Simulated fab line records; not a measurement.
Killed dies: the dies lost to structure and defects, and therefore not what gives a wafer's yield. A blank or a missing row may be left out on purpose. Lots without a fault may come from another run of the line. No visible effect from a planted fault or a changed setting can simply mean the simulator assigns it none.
One fault through the eyes of 2 desks	flow gf180mcu	every desk sees just its own numbers, and what lay behind them comes last

== FOR THE TOOL OWNER'S DESK: litho-track-02 ==
The tool's own readings at GF_V4_COAT_09 (resist thk 1000 nm): means of the sampled wafers that have a number, for each lot that ran on this tool. Any lot whose mean is over 4 standard deviations away from the usual mean is out of limits and marked OUT; that distance is given in the brackets.
Columns: A = dispense-pressure-kPa at GF_V4_COAT_09, usual 50.2 kPa
lot	first seen here	A
L629	day 25 02:00	48.2
L637	day 28 08:00	48.2
L646	day 30 06:00	48.2
L647	day 30 12:00	48.2
L649	day 31 00:00	48.3
Result from this desk: across the 5 lots, nothing is out of limits.

== THE METROLOGY DESK ==
What the gauges read, lot by lot, whatever tool the lot ran on: means of the sampled wafers that have a number. Any lot whose mean is over 4 standard deviations away from the usual mean is out of limits and marked OUT; that distance is given in the brackets.
Columns: A = cd-nm at GF_M4_CD_MEAS_14, usual 280.1 nm; B = cd-nm at GF_V4_CD_MEAS_14, usual 259.9 nm
lot	first seen here	A	B
L628	day 24 04:35	278.7	257.7
L629	day 24 13:30	280.2	258.8
L632	day 25 22:50	278.8	260.3
L633	day 26 06:52	280.7	262.4
L635	day 26 12:41	281.0	260.9
L637	day 27 21:26	279.1	261.1
L640	day 28 04:53	278.9	259.2
L646	day 29 20:10	279.4	258.5
L647	day 30 00:56	280.7	257.4
L648	day 30 07:11	280.2	258.7
L649	day 30 14:00	279.5	257.2
L650	day 30 15:29	278.6	259.7
Result from this desk: across the 12 lots, nothing is out of limits.

== BROUGHT TOGETHER ==
Nothing out of limits was seen by the tool owner's desk.
From the metrology desk's view, nothing was out of limits.

== WHAT THE SIMULATOR PUT IN ==
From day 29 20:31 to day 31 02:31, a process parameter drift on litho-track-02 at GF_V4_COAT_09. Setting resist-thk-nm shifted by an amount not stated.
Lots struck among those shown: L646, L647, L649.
